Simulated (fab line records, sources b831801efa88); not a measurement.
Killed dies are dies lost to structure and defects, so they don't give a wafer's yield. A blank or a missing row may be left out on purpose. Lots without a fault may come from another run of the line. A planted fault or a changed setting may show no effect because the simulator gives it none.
A struck lot beside a sound one | flow gf180mcu | 14 steps out of a route of 602
Sound: wafers L750.1, L750.3, L750.5. Struck: wafers L745.3, L745.4, L745.5. The cause comes at the end.
At each step with rows: each side's tool, then ch and its chambers, then its first start. Under that, the readings that differ: sound wafers | struck wafers | difference of the means | sigmas: that difference in standard deviations of wafers without a fault.
alike: readings whose means differ by less than 2 such deviations, and words and numbers that are the same on both sides. not compared: withheld readings, readings that some wafer has no value for, bounds like >300 that may hide the same value, and numbers for which the record gives no deviation and whose values overlap.
The two part at a step that has a row with sigmas, a row that says differs or no value, or rows on one side only. Numbers that don't overlap but have no deviation are shown without sigmas and don't part them. A reading that every wafer of one side lacks parts them only if that side has two wafers or more.

GF_CONTACT_THK_MEAS_01:
  sound on film_metro-01, day 21 20:23; struck on film_metro-02, day 20 03:50
  alike: CONTACT_CVD_00_THK
GF_CONTACT_CVD_02: deposits SiO2 from TEOS, target thk 860 nm, time 95.992 s.
  sound on pecvd-01 ch 0,1,2, day 21 20:27; struck on pecvd-01 ch 0,2, day 20 03:52
  alike: heater_power_w
GF_CONTACT_THK_MEAS_03:
  sound on film_metro-04, day 21 20:31; struck on film_metro-04, day 20 03:58
  alike: CONTACT_CVD_02_THK
GF_CONTACT_CMP_04: polishes SiO2.
  sound on cmp-02 ch 1,2, day 21 20:35; struck on cmp-02 ch 0,2, day 20 04:03
  alike: edge_zone_pressure_frac, motor_current_A, time_to_endpoint_s
GF_CONTACT_BOW_MEAS_05:
  sound on film_metro-04, day 21 20:53; struck on film_metro-01, day 20 04:20
  alike: CONTACT_BOW
then, 7 steps without rows for these wafers: GF_CONTACT_DEHYDRATE_06 (time 60 s); GF_CONTACT_HMDS_07 (prime time 60 s); GF_CONTACT_COAT_08; GF_CONTACT_COAT_09 (resist thk 1000 nm); GF_CONTACT_SOFTBAKE_10 (time 60 s); GF_CONTACT_EXPOSE_11 (exposes mask Contact, target cd 220 nm); GF_CONTACT_PEB_12 (peb time 90 s).
GF_CONTACT_DEVELOP_13: develop time 60 s.
  sound on litho_track-01 ch 0, day 22 19:59; struck on litho_track-02, day 21 04:52
  no value came back on the struck wafers for chill_plate_temp_C (C), develop_time_s (s); on the sound wafers chill_plate_temp_C (C) reads 23.07 23.01 23.02
  reading                                  | sound             | struck           | difference | sigmas
  model.KrF_of_CONTACT_COAT_09.thk_nm (nm) | 991.5 988.4 992.1 | 999.2 1000 997.7 | +8.3       |
GF_CONTACT_CD_MEAS_14: target cd 220 nm.
  sound on cd_sem-02, day 22 20:08; struck on cd_sem-01, day 21 05:01
  reading    | sound             | struck | difference                    | sigmas
  cd_nm (nm) | 220.8 219.7 219.3 | - - -  | no value on the struck wafers |

WHERE THEY PART
First at GF_CONTACT_DEVELOP_13; last, within this record, at GF_CONTACT_CD_MEAS_14.

WHY: what the simulator had put in
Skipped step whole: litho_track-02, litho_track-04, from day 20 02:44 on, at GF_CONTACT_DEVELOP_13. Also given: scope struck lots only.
